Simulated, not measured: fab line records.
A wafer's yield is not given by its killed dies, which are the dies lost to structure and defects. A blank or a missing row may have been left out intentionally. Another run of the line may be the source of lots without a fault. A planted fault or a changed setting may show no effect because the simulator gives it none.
The tool behind it: which one? / flow gf180mcu / 11 lots with 33 wafers sampled at 5 steps, on a route of 602 steps

== WHAT EACH GAUGE READ, for each wafer ==
GF_VT_IMPLANT_RS_MEAS_46: measures by four-point-probe.
lot=L838; measured=day 7 14:38; on=film_metro-02; MVSD_RS (ohm/sq)=465.0 465.2 464.5
lot=L842; measured=day 8 15:25; on=film_metro-02; MVSD_RS (ohm/sq)=463.6 462.3 463.8
lot=L843; measured=day 9 00:30; on=film_metro-02; MVSD_RS (ohm/sq)=462.0 461.2 462.5
lot=L844; measured=day 9 08:27; on=film_metro-02; MVSD_RS (ohm/sq)=461.9 461.1 462.4
lot=L845; measured=day 9 10:01; on=film_metro-02; MVSD_RS (ohm/sq)=465.9 465.2 465.1
lot=L846; measured=day 9 20:50; on=film_metro-01; MVSD_RS (ohm/sq)=462.9 461.1 463.2
lot=L847; measured=day 10 07:18; on=film_metro-02; MVSD_RS (ohm/sq)=520.3 519.6 521.5
lot=L851; measured=day 11 07:07; on=film_metro-02; MVSD_RS (ohm/sq)=517.3 519.6 519.3
lot=L857; measured=day 12 18:28; on=film_metro-04; MVSD_RS (ohm/sq)=460.4 460.7 461.3
lot=L859; measured=day 13 13:32; on=film_metro-04; MVSD_RS (ohm/sq)=462.3 462.7 461.5
lot=L861; measured=day 14 08:03; on=film_metro-02; MVSD_RS (ohm/sq)=462.0 462.0 463.2

GF_HV_LDD_OVL_MEAS_20.
lot=L838; measured=day 10 20:44; on=overlay-02; HV_LDD_01_OVL (nm)=-1.0 0.5 0.9
lot=L842; measured=day 12 00:17; on=overlay-01; HV_LDD_01_OVL (nm)=0.4 2.4 -1.0
lot=L843; measured=day 12 18:29; on=overlay-02; HV_LDD_01_OVL (nm)=-1.7 -0.1 -2.7
lot=L844; measured=day 12 18:44; on=overlay-02; HV_LDD_01_OVL (nm)=-3.0 -2.0 -1.5
lot=L845; measured=day 12 18:52; on=overlay-01; HV_LDD_01_OVL (nm)=1.1 0.4 0.5
lot=L846; measured=day 13 15:56; on=overlay-01; HV_LDD_01_OVL (nm)=-1.3 -2.5 -2.2
lot=L847; measured=day 13 16:11; on=overlay-01; HV_LDD_01_OVL (nm)=1.0 1.9 0.3
lot=L851; measured=day 15 11:07; on=overlay-02; HV_LDD_01_OVL (nm)=-0.9 -1.3 -2.2
lot=L857; measured=day 16 16:25; on=overlay-02; HV_LDD_01_OVL (nm)=-0.6 -0.6 -1.7
lot=L859; measured=day 17 12:36; on=overlay-02; HV_LDD_01_OVL (nm)=-1.3 -1.0 -0.2
lot=L861; measured=day 18 09:17; on=overlay-01; HV_LDD_01_OVL (nm)=1.6 -0.2 1.6

== WHAT TOOL EACH LOT RAN ON (gives the tool, then ch and the chambers of the sampled wafers, and finally the start) ==
lot=L838; GF_NWELL_STRIP_10=plasma_asher-04 ch 0,1, day 3 07:35; GF_MVSD_IMPLANT_09=implanter-04 ch 0, day 4 10:46; GF_MVPSD_STRIP_10=plasma_asher-04 ch 0,1, day 5 01:22
lot=L842; GF_NWELL_STRIP_10=plasma_asher-04 ch 0,1, day 4 04:38; GF_MVSD_IMPLANT_09=implanter-04 ch 0, day 5 07:55; GF_MVPSD_STRIP_10=plasma_asher-03 ch 0,1, day 5 23:26
lot=L843; GF_NWELL_STRIP_10=plasma_asher-02 ch 0,1, day 4 11:31; GF_MVSD_IMPLANT_09=implanter-04 ch 0, day 5 16:05; GF_MVPSD_STRIP_10=plasma_asher-03 ch 0,1, day 6 08:05
lot=L844; GF_NWELL_STRIP_10=plasma_asher-02 ch 0,1, day 4 16:14; GF_MVSD_IMPLANT_09=implanter-01 ch 0, day 5 21:35; GF_MVPSD_STRIP_10=plasma_asher-03 ch 0,1, day 6 13:23
lot=L845; GF_NWELL_STRIP_10=plasma_asher-02 ch 0,1, day 4 20:26; GF_MVSD_IMPLANT_09=implanter-01 ch 0, day 6 02:40; GF_MVPSD_STRIP_10=plasma_asher-01 ch 0,1, day 6 17:49
lot=L846; GF_NWELL_STRIP_10=plasma_asher-03 ch 1, day 5 03:52; GF_MVSD_IMPLANT_09=implanter-04 ch 0, day 6 10:40; GF_MVPSD_STRIP_10=plasma_asher-03 ch 0, day 7 02:19
lot=L847; GF_NWELL_STRIP_10=plasma_asher-03 ch 0,1, day 5 11:19; GF_MVSD_IMPLANT_09=implanter-01 ch 0, day 6 18:47; GF_MVPSD_STRIP_10=plasma_asher-04 ch 0,1, day 7 11:18
lot=L851; GF_NWELL_STRIP_10=plasma_asher-02 ch 0,1, day 6 07:49; GF_MVSD_IMPLANT_09=implanter-01 ch 0, day 7 14:59; GF_MVPSD_STRIP_10=plasma_asher-03 ch 0,1, day 8 07:59
lot=L857; GF_NWELL_STRIP_10=plasma_asher-04 ch 0,1, day 7 15:23; GF_MVSD_IMPLANT_09=implanter-04 ch 0, day 9 00:32; GF_MVPSD_STRIP_10=plasma_asher-01 ch 0,1, day 9 18:29
lot=L859; GF_NWELL_STRIP_10=plasma_asher-03 ch 0,1, day 8 04:47; GF_MVSD_IMPLANT_09=implanter-02 ch 0, day 9 15:29; GF_MVPSD_STRIP_10=plasma_asher-04 ch 0,1, day 10 09:44
lot=L861; GF_NWELL_STRIP_10=plasma_asher-03 ch 1, day 8 15:23; GF_MVSD_IMPLANT_09=implanter-04 ch 0, day 10 02:47; GF_MVPSD_STRIP_10=plasma_asher-04 ch 0,1, day 10 21:04
- GF_NWELL_STRIP_10: strips in O2/N2.
- GF_MVSD_IMPLANT_09
- GF_MVPSD_STRIP_10: strips in O2/N2.

== AS READ BY THE TOOLS THEMSELVES (means over the sampled wafers that have a number; for cases with no such wafer, the mark the record gives instead) ==
GF_NWELL_STRIP_10.
lot=L838; tool=plasma_asher-04; chamber_pressure_mTorr (mTorr)=1501.6; drypump_motor_current_A (A)=6.4; heater_power_w (W)=336; oes_product_au (a.u.)=0.719; platen_temp_c (C)=249.98; strip_time_to_endpoint_s (s)=37.07
lot=L842; tool=plasma_asher-04; chamber_pressure_mTorr (mTorr)=1501.3; drypump_motor_current_A (A)=6.4; heater_power_w (W)=338; oes_product_au (a.u.)=0.728; platen_temp_c (C)=249.97; strip_time_to_endpoint_s (s)=36.98
lot=L843; tool=plasma_asher-02; chamber_pressure_mTorr (mTorr)=1501.0; drypump_motor_current_A (A)=5.5; heater_power_w (W)=328; oes_product_au (a.u.)=0.722; platen_temp_c (C)=250.01; strip_time_to_endpoint_s (s)=36.98
lot=L844; tool=plasma_asher-02; chamber_pressure_mTorr (mTorr)=1499.7; drypump_motor_current_A (A)=5.6; heater_power_w (W)=329; oes_product_au (a.u.)=0.721; platen_temp_c (C)=250.10; strip_time_to_endpoint_s (s)=37.07
lot=L845; tool=plasma_asher-02; chamber_pressure_mTorr (mTorr)=1498.5; drypump_motor_current_A (A)=5.3; heater_power_w (W)=308; oes_product_au (a.u.)=0.723; platen_temp_c (C)=249.98; strip_time_to_endpoint_s (s)=37.01
lot=L846; tool=plasma_asher-03; chamber_pressure_mTorr (mTorr)=1499.5; drypump_motor_current_A (A)=5.1; heater_power_w (W)=378; oes_product_au (a.u.)=0.722; platen_temp_c (C)=250.04; strip_time_to_endpoint_s (s)=36.88
lot=L847; tool=plasma_asher-03; chamber_pressure_mTorr (mTorr)=1500.2; drypump_motor_current_A (A)=5.7; heater_power_w (W)=318; oes_product_au (a.u.)=0.725; platen_temp_c (C)=250.14; strip_time_to_endpoint_s (s)=36.97
lot=L851; tool=plasma_asher-02; chamber_pressure_mTorr (mTorr)=1499.2; drypump_motor_current_A (A)=5.3; heater_power_w (W)=313; oes_product_au (a.u.)=0.724; platen_temp_c (C)=249.84; strip_time_to_endpoint_s (s)=37.11
lot=L857; tool=plasma_asher-04; chamber_pressure_mTorr (mTorr)=1500.3; drypump_motor_current_A (A)=6.4; heater_power_w (W)=351; oes_product_au (a.u.)=0.721; platen_temp_c (C)=249.82; strip_time_to_endpoint_s (s)=37.20
lot=L859; tool=plasma_asher-03; chamber_pressure_mTorr (mTorr)=1500.3; drypump_motor_current_A (A)=5.4; heater_power_w (W)=348; oes_product_au (a.u.)=0.723; platen_temp_c (C)=250.01; strip_time_to_endpoint_s (s)=37.03
lot=L861; tool=plasma_asher-03; chamber_pressure_mTorr (mTorr)=1498.1; drypump_motor_current_A (A)=5.1; heater_power_w (W)=377; oes_product_au (a.u.)=0.723; platen_temp_c (C)=249.80; strip_time_to_endpoint_s (s)=37.05

GF_MVSD_IMPLANT_09.
lot=L838; tool=implanter-04; beam_energy_keV=99.98; dose_ions_cm2=5.003e+12; end_station_pressure_torr (Torr)=4.91e-06; faraday_current_uA=27.9; tilt_deg (degrees)=0.020
lot=L842; tool=implanter-04; beam_energy_keV=99.98; dose_ions_cm2=5.002e+12; end_station_pressure_torr (Torr)=5.03e-06; faraday_current_uA=28.3; tilt_deg (degrees)=0.003
lot=L843; tool=implanter-04; beam_energy_keV=100.01; dose_ions_cm2=4.999e+12; end_station_pressure_torr (Torr)=4.91e-06; faraday_current_uA=28.1; tilt_deg (degrees)=-0.029
lot=L844; tool=implanter-01; beam_energy_keV=100.07; dose_ions_cm2=5.000e+12; end_station_pressure_torr (Torr)=4.86e-06; faraday_current_uA=28.5; tilt_deg (degrees)=0.018
lot=L845; tool=implanter-01; beam_energy_keV=100.00; dose_ions_cm2=4.995e+12; end_station_pressure_torr (Torr)=5.05e-06; faraday_current_uA=28.3; tilt_deg (degrees)=0.003
lot=L846; tool=implanter-04; beam_energy_keV=99.96; dose_ions_cm2=4.998e+12; end_station_pressure_torr (Torr)=5.01e-06; faraday_current_uA=28.7; tilt_deg (degrees)=-0.008
lot=L847; tool=implanter-01; beam_energy_keV=100.01; dose_ions_cm2=2.036e+12; end_station_pressure_torr (Torr)=4.99e-06; faraday_current_uA=11.4; tilt_deg (degrees)=-0.019
lot=L851; tool=implanter-01; beam_energy_keV=100.00; dose_ions_cm2=2.037e+12; end_station_pressure_torr (Torr)=5.11e-06; faraday_current_uA=11.6; tilt_deg (degrees)=-0.033
lot=L857; tool=implanter-04; beam_energy_keV=100.04; dose_ions_cm2=4.998e+12; end_station_pressure_torr (Torr)=4.88e-06; faraday_current_uA=28.0; tilt_deg (degrees)=0.002
lot=L859; tool=implanter-02; beam_energy_keV=100.05; dose_ions_cm2=4.996e+12; end_station_pressure_torr (Torr)=4.95e-06; faraday_current_uA=27.4; tilt_deg (degrees)=-0.016
lot=L861; tool=implanter-04; beam_energy_keV=99.94; dose_ions_cm2=4.998e+12; end_station_pressure_torr (Torr)=4.93e-06; faraday_current_uA=28.1; tilt_deg (degrees)=-0.020

GF_MVPSD_STRIP_10.
lot=L838; tool=plasma_asher-04; chamber_pressure_mTorr (mTorr)=1500.8; drypump_motor_current_A (A)=6.3; heater_power_w (W)=334; oes_product_au (a.u.)=0.723; platen_temp_c (C)=249.90; strip_time_to_endpoint_s (s)=37.01
lot=L842; tool=plasma_asher-03; chamber_pressure_mTorr (mTorr)=1501.1; drypump_motor_current_A (A)=5.7; heater_power_w (W)=315; oes_product_au (a.u.)=0.728; platen_temp_c (C)=249.92; strip_time_to_endpoint_s (s)=36.92
lot=L843; tool=plasma_asher-03; chamber_pressure_mTorr (mTorr)=1499.7; drypump_motor_current_A (A)=5.7; heater_power_w (W)=313; oes_product_au (a.u.)=0.720; platen_temp_c (C)=250.11; strip_time_to_endpoint_s (s)=37.10
lot=L844; tool=plasma_asher-03; chamber_pressure_mTorr (mTorr)=1498.3; drypump_motor_current_A (A)=5.7; heater_power_w (W)=316; oes_product_au (a.u.)=0.718; platen_temp_c (C)=250.18; strip_time_to_endpoint_s (s)=37.04
lot=L845; tool=plasma_asher-01; chamber_pressure_mTorr (mTorr)=1501.1; drypump_motor_current_A (A)=6.0; heater_power_w (W)=310; oes_product_au (a.u.)=0.722; platen_temp_c (C)=249.91; strip_time_to_endpoint_s (s)=37.07
lot=L846; tool=plasma_asher-03; chamber_pressure_mTorr (mTorr)=1500.5; drypump_motor_current_A (A)=6.0; heater_power_w (W)=287; oes_product_au (a.u.)=0.721; platen_temp_c (C)=250.04; strip_time_to_endpoint_s (s)=36.98
lot=L847; tool=plasma_asher-04; chamber_pressure_mTorr (mTorr)=1499.9; drypump_motor_current_A (A)=6.5; heater_power_w (W)=348; oes_product_au (a.u.)=0.726; platen_temp_c (C)=249.81; strip_time_to_endpoint_s (s)=37.08
lot=L851; tool=plasma_asher-03; chamber_pressure_mTorr (mTorr)=1500.4; drypump_motor_current_A (A)=5.7; heater_power_w (W)=318; oes_product_au (a.u.)=0.719; platen_temp_c (C)=249.96; strip_time_to_endpoint_s (s)=36.96
lot=L857; tool=plasma_asher-01; chamber_pressure_mTorr (mTorr)=1497.5; drypump_motor_current_A (A)=6.1; heater_power_w (W)=353; oes_product_au (a.u.)=0.721; platen_temp_c (C)=250.09; strip_time_to_endpoint_s (s)=36.97
lot=L859; tool=plasma_asher-04; chamber_pressure_mTorr (mTorr)=1499.0; drypump_motor_current_A (A)=6.3; heater_power_w (W)=333; oes_product_au (a.u.)=0.724; platen_temp_c (C)=250.10; strip_time_to_endpoint_s (s)=37.15
lot=L861; tool=plasma_asher-04; chamber_pressure_mTorr (mTorr)=1500.7; drypump_motor_current_A (A)=6.4; heater_power_w (W)=348; oes_product_au (a.u.)=0.725; platen_temp_c (C)=250.07; strip_time_to_endpoint_s (s)=37.04

== THE ANSWER, worked out from the rows above alone ==
Rule: the usual values come from the lots themselves. Put in order of their means at a reading, lots are off if they are a third of the lots or fewer, leave a main group of 4 or more, and stand apart from it by a gap of 3 or more times the standard deviation of the main group's means; of several such gaps the widest counts. If all means in a main group match to the digits the tables above print for the reading, that group is not used. Also off: a lot with no number at a reading for which 4 or more lots have one. Any other lot the step has rows for is counted as sound. After the gauges, taken in route order, come the tools' own readings; for these a lot's mean is taken, as printed above. The first step at which some lot is off is used, and at that step the reading that is off furthest; a lot without a number counts as furthest.
Off: L847, L851, at GF_VT_IMPLANT_RS_MEAS_46 (MVSD_RS). The main group has a mean of 462.8 ohm/sq with a standard deviation of 1.4.
If a tool, at a process step before that reading, ran all the lots that are off and no sound lot after the first of them, it fits. The gauges at GF_VT_IMPLANT_RS_MEAS_46 aren't tried: what is off there is off at GF_MVSD_IMPLANT_09 too, on other tools, and a gauge's error can't cause that. One fits: GF_MVSD_IMPLANT_09 on implanter-01. A fault onset in the window from L845 (day 6 02:40, its last sound lot) to L847 (day 6 18:47, its first lot off) fits.
The tool's own readings at GF_MVSD_IMPLANT_09 bear it out: on the lots that are off they differ by more than 5 times the standard deviation of the sound lots' means. dose_ions_cm2 reads 2.036e+12 there against 4.999e+12 on the sound lots; faraday_current_uA reads 11.5 there against 28.1 on the sound lots.

== WHAT THE SIMULATOR HAD PUT IN ==
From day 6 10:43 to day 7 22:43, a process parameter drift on implanter-01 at GF_MVSD_IMPLANT_09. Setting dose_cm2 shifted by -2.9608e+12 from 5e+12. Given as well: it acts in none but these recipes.
Shown lots that were struck: L847, L851. Same finding as the rule above.
